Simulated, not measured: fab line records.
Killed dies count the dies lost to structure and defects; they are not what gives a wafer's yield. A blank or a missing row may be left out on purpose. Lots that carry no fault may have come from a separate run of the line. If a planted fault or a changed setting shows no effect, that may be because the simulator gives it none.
Which tool is to blame? -- flow gf180mcu -- 12 lots with 36 wafers sampled at 5 steps, on a route of 602 steps

== WHAT THE GAUGES READ, wafer by wafer ==
GF_V1_RS_MEAS_24: measurement is done with a four-point probe. Usual: for V1_W_RS the level is 0.325 ohm/sq and the standard deviation is 0.0056.
lot,measured,on,V1_W_RS (ohm/sq),flag
L189,day 18 01:29,film_metro-03,0.318 0.318 0.325,
L190,day 18 15:01,film_metro-02,0.330 0.332 0.332,
L191,day 18 15:52,film_metro-01,0.321 0.317 0.318,
L194,day 20 01:16,film_metro-02,0.329 0.337 0.336,
L197,day 21 06:01,film_metro-01,0.322 0.316 0.319,
L199,day 22 04:55,film_metro-02,0.324 0.320 0.321,
L200,day 22 08:15,film_metro-02,0.319 0.319 0.320,
L202,day 22 23:01,film_metro-02,0.321 0.318 0.326,
L204,day 23 22:21,film_metro-01,0.328 0.319 0.330,
L208,day 25 06:03,film_metro-02,0.331 0.320 0.330,
L211,day 25 21:22,film_metro-02,0.325 0.317 0.326,
L212,day 26 06:56,film_metro-01,0.329 0.327 0.330,

GF_M2_THK_MEAS_06: measures by xrf. Usual: for M2_ALCU_THK the level is 445 nm and the standard deviation is 8.6.
lot,measured,on,M2_ALCU_THK (nm),flag
L189,day 18 02:19,film_metro-04,453 452 453,
L190,day 18 15:49,film_metro-02,444 448 444,
L191,day 18 16:41,film_metro-03,438 462 457,
L194,day 20 02:05,film_metro-02,431 432 447,
L197,day 21 06:50,film_metro-04,444 458 448,
L199,day 22 05:44,film_metro-02,447 450 449,
L200,day 22 09:04,film_metro-04,441 450 445,
L202,day 22 23:50,film_metro-02,429 431 432,
L204,day 23 23:11,film_metro-02,438 444 441,
L208,day 25 06:53,film_metro-02,442 436 440,
L211,day 25 22:11,film_metro-04,445 445 439,
L212,day 26 07:45,film_metro-03,443 459 450,

GF_M2_CD_MEAS_14: the cd target is 280 nm. Usual: cd_nm reads 280.3 nm (standard deviation 1.2).
lot,measured,on,cd_nm (nm),flag
L189,day 19 02:16,cd_sem-01,279.7 279.6 280.6,
L190,day 19 16:08,cd_sem-01,280.0 281.1 279.8,
L191,day 19 17:20,cd_sem-01,279.5 279.9 279.2,
L194,day 21 02:03,cd_sem-01,282.4 282.1 281.4,
L197,day 22 05:28,cd_sem-01,288.3 289.0 289.4,OFF
L199,day 23 04:43,cd_sem-01,289.9 289.4 289.4,OFF
L200,day 23 08:01,cd_sem-02,279.4 279.9 280.6,
L202,day 23 22:27,cd_sem-01,278.4 278.4 279.6,
L204,day 24 20:35,cd_sem-01,279.3 280.9 280.7,
L208,day 26 03:57,cd_sem-01,280.4 279.7 281.4,
L211,day 26 18:27,cd_sem-02,279.5 281.0 281.0,
L212,day 27 04:13,cd_sem-02,279.9 280.4 280.7,

== WHAT TOOL EACH LOT RAN ON (gives the tool, then ch and the chambers of the sampled wafers, and finally the start) ==
lot,GF_V1_STRIP_18,GF_M2_PEB_12
L189,"plasma_asher-04 ch 0,1, day 18 00:44","litho_track-01 ch 0, day 19 01:55"
L190,"plasma_asher-03 ch 0,1, day 18 14:16","litho_track-03 ch 0, day 19 15:49"
L191,"plasma_asher-03 ch 1, day 18 15:06","litho_track-01 ch 0, day 19 17:00"
L194,"plasma_asher-03 ch 0,1, day 20 00:29","litho_track-02 ch 0, day 21 01:42"
L197,"plasma_asher-02 ch 0,1, day 21 05:09","litho_track-01 ch 0, day 22 05:07"
L199,"plasma_asher-02 ch 0,1, day 22 04:08","litho_track-01 ch 0, day 23 04:22"
L200,"plasma_asher-02 ch 0,1, day 22 07:29","litho_track-03 ch 0, day 23 07:41"
L202,"plasma_asher-03 ch 0,1, day 22 22:14","litho_track-03 ch 0, day 23 22:06"
L204,"plasma_asher-03 ch 0,1, day 23 21:34","litho_track-02 ch 0, day 24 20:16"
L208,"plasma_asher-03 ch 0,1, day 25 05:15","litho_track-02 ch 0, day 26 03:36"
L211,"plasma_asher-03 ch 0,1, day 25 20:35","litho_track-02 ch 0, day 26 18:06"
L212,"plasma_asher-04 ch 0,1, day 26 06:06","litho_track-03 ch 0, day 27 03:53"
- GF_V1_STRIP_18: strips in O2/N2.
- GF_M2_PEB_12: peb time 90 s.

== AS READ BY THE TOOLS THEMSELVES (means over the sampled wafers that have a number; for cases with no such wafer, the mark the record gives instead) ==
GF_V1_STRIP_18. Usual: drypump_motor_current_A 5.87 A, standard deviation 0.27; heater_power_w 294 W, standard deviation 21; oes_product_au 0.592 a.u., standard deviation 0.005.
lot,tool,drypump_motor_current_A (A),heater_power_w (W),oes_product_au (a.u.),flag
L189,plasma_asher-04,5.49,309,0.593,
L190,plasma_asher-03,6.00,287,0.587,
L191,plasma_asher-03,6.03,286,0.591,
L194,plasma_asher-03,5.99,290,0.595,
L197,plasma_asher-02,5.92,289,0.595,
L199,plasma_asher-02,5.75,290,0.586,
L200,plasma_asher-02,5.72,292,0.593,
L202,plasma_asher-03,6.01,293,0.594,
L204,plasma_asher-03,5.99,288,0.591,
L208,plasma_asher-03,6.00,301,0.598,
L211,plasma_asher-03,5.98,297,0.589,
L212,plasma_asher-04,5.49,313,0.597,

GF_M2_PEB_12. Usual: heater_power_total_W 85.69 W, standard deviation 0.088; plate_temp_C 135.01 C, standard deviation 0.13.
lot,tool,heater_power_total_W (W),plate_temp_C (C),flag
L189,litho_track-01,85.71,134.82,
L190,litho_track-03,85.79,135.02,
L191,litho_track-01,85.74,135.05,
L194,litho_track-02,85.69,134.96,
L197,litho_track-01,83.37,132.20,OFF
L199,litho_track-01,83.33,132.26,OFF
L200,litho_track-03,85.67,134.86,
L202,litho_track-03,85.76,135.06,
L204,litho_track-02,85.61,134.93,
L208,litho_track-02,85.75,135.13,
L211,litho_track-02,85.72,135.06,
L212,litho_track-03,85.66,135.09,

== THE ANSWER, worked out from the rows above alone ==
Rule: a lot is off if the mean of its wafers that have a number lies more than 3 standard deviations from the usual mean. Also off: a lot with no number at a reading for which 4 or more lots have one. Any other lot the step has rows for is counted as sound. First the gauges in route order, then the tools' own readings, where a lot's mean is used as printed above. The first step at which some lot is off is used, and at that step the reading that is off furthest; a lot without a number counts as furthest.
Off, at GF_M2_CD_MEAS_14 on cd_nm: L197, L199.
If a tool, at a process step before that reading, ran all the lots that are off and no sound lot after the first of them, it fits. Not tried: the gauges at GF_M2_CD_MEAS_14; whatever is off there is also off at GF_M2_PEB_12, on other tools, and gauge error can't account for it. One candidate fits, namely litho_track-01 at GF_M2_PEB_12. A fault onset in the window from L191 (day 19 17:00, its last sound lot) to L197 (day 22 05:07, its first lot off) fits.
The tool's own readings at GF_M2_PEB_12 bear it out: on the lots that are off they differ by more than 5 times the standard deviation of the sound lots' means. heater_power_total_W reads 83.35 W there against 85.71 W on the sound lots; plate_temp_C reads 132.23 C there against 135.00 C on the sound lots.

== WHAT THE SIMULATOR HAD INSERTED ==
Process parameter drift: litho_track-01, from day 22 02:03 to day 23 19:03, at GF_M2_PEB_12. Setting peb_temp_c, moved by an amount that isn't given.
Lots struck among those shown: L197, L199. Same finding as the rule above.
